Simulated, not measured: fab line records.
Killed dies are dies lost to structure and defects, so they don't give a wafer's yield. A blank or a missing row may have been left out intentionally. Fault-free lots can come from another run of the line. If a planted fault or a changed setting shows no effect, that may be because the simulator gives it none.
What tool caused it? + flow sky130 + 7 lots, 21 wafers sampled, at 1 step of a route of 708

WHAT THE GAUGES SHOWED, per wafer
SKY_CAPM_THK_MEAS_04: measures by xrf.
| lot  | measured     | on           | CAPM_TIN_THK (nm) |
|------|--------------|--------------|-------------------|
| L503 | day 37 03:30 | filmMetro-01 | 203.3 203.4 199.7 |
| L508 | day 38 17:48 | filmMetro-03 | 203.1 204.7 201.6 |
| L510 | day 39 05:53 | filmMetro-01 | 205.6 203.0 201.9 |
| L517 | day 41 07:12 | filmMetro-03 | 201.9 201.2 202.3 |
| L519 | day 42 02:01 | filmMetro-03 | 203.0 201.7 202.3 |
| L521 | day 42 12:22 | filmMetro-02 | 200.8 202.1 202.0 |
| L523 | day 43 02:12 | filmMetro-02 | 200.8 201.8 200.7 |

WHICH TOOL RAN EACH LOT (tool, then ch and the chambers of the sampled wafers, then the start)
The record holds no process step before these readings.

THE ANSWER, worked out from the rows above alone
Rule: the lots themselves supply what counts as usual. The widest of any qualifying gaps counts: lots, ordered by their means at a reading, are off when they make up no more than a third of the lots, leave a main group of 4 or more, and stand apart from it by 3 or more times the standard deviation of that group's means. A main group whose means are all the same, to the digits that the tables above print for the reading, isn't used. A lot without any number at a reading at which 4 lots or more have one is off too. All remaining lots with rows at the step are treated as sound.
Nothing can be told from this: no lot is off at any reading shown.

WHAT HAD BEEN PUT IN BY THE SIMULATOR
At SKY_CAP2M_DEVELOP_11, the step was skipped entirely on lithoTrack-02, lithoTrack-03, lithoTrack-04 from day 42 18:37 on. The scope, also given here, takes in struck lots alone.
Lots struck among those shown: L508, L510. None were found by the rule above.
